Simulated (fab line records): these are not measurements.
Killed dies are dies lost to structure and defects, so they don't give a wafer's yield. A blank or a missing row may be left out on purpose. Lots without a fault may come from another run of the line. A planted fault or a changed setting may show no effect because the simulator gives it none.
Struck lot and sound lot, side by side | flow sky130 | 15 steps out of a route of 708
Sound: these wafers, L862.2, L862.3, L862.6. Wafers L867.1, L867.5, L867.6 were the ones struck. The cause comes at the end.
For every step that has rows: the tool of each side, followed by ch and its chambers, followed by its first start. Under that, the readings that differ: sound wafers | struck wafers | difference of the means | sigmas: that difference in standard deviations of wafers without a fault.
alike: same words and numbers on both sides, and readings whose means sit less than 2 such deviations apart. not compared: any withheld reading, any reading some wafer has no value for, any bound like >300 that may hide the same value, and any number with overlapping values for which the record gives no deviation.
Wherever a step has rows on one side only, a row that says differs or no value, or a row with sigmas, the two part there. When numbers do not overlap yet have no deviation, they are printed without sigmas and do not part them. A reading that every wafer of one side lacks parts them only if that side has two wafers or more.

SKY_LDD_P_OVL_MEAS_08:
  sound on overlay-01 at day 23 07:37; struck on overlay-02 at day 24 20:35
  alike: LDD_P_OVL
next, for these wafers, 1 step has no rows: SKY_LDD_P_IMPLANT_09.
SKY_LDD_P_STRIP_10: strips in O2/N2.
  sound on plasma_asher-01 ch 0,1, day 23 07:47; struck on plasma_asher-01 ch 0,1, day 24 20:46
  reading                      | sound             | struck            | difference | sigmas
  strip_time_to_endpoint_s (s) | 14.21 14.22 14.17 | 14.11 14.12 14.14 | -0.08      | -2
  alike: drypump_motor_current_A, oes_product_au
  not compared: rf_hours_counter_h
SKY_LDD_P_TW_MEAS_11:
  sound on film_metro-04 at day 23 07:54; struck on film_metro-01 at day 24 20:52
  alike: LDD_P_TW
then, 7 steps without rows for these wafers: SKY_LDD_HVN_DEHYDRATE_00 (time 60 s); SKY_LDD_HVN_HMDS_01 (prime time 60 s); SKY_LDD_HVN_COAT_02 (resist thk 300 nm); SKY_LDD_HVN_SOFTBAKE_03 (time 60 s); SKY_LDD_HVN_EXPOSE_04 (exposes mask HVNTM, target cd 700 nm); SKY_LDD_HVN_PEB_05; SKY_LDD_HVN_DEVELOP_06 (develop time 60 s).
SKY_LDD_HVN_OVL_MEAS_07:
  sound on overlay-02 at day 24 13:43; struck on overlay-02 at day 26 01:50
  alike: LDD_HVN_OVL
SKY_LDD_HVN_IMPLANT_08:
  sound on implanter-04 ch 0, day 24 13:46; struck on implanter-03 ch 0, day 26 01:52
  reading                   | sound                | struck               | difference | sigmas
  beam_energy_keV           | 59.993 59.999 60.028 | 63.791 63.799 63.774 | +3.781     | +99 or more
  model.implant.rp_nm (nm)  | 54.97 54.97 54.97    | 59.19 59.19 59.19    | +4.22      |
  model.implant.drp_nm (nm) | 28.15 28.15 28.15    | 29.68 29.68 29.68    | +1.53      |
SKY_LDD_HVN_STRIP_09: strips in O2/N2.
  sound on plasma_asher-01 ch 0,1, day 24 13:54; struck on plasma_asher-01 ch 0,1, day 26 02:01
  alike: drypump_motor_current_A, oes_product_au, strip_time_to_endpoint_s
  not compared: rf_hours_counter_h
-- here the record skips 23 days between the struck wafers' starts before and after, leaving off in module LDD_HVN and picking up in module PAD_OPEN (first step shown: number 708 of the route) --
SKY_PAD_OPEN_PROBE_99:
  sound on prober-02 at day 48 17:35; struck on prober-01 at day 49 13:38
  reading                        | sound          | struck | difference | sigmas
  model.etest.tip_n_5v.rs_ohm_sq | 1419 1405 1413 | 1348   | -64        |
  alike: killed_at_M0_to_M3, killed_at_M4_up, killed_at_contacts, killed_at_front_end, killed_at_other, killed_dies, killed_open, killed_short

## WHERE THEY PART
Last at SKY_LDD_HVN_IMPLANT_08 as far as this record goes, first at SKY_LDD_P_STRIP_10. Later steps at which nothing parts them and some readings are alike: SKY_LDD_HVN_STRIP_09, SKY_PAD_OPEN_PROBE_99.

WHY: what had been put in by the simulator
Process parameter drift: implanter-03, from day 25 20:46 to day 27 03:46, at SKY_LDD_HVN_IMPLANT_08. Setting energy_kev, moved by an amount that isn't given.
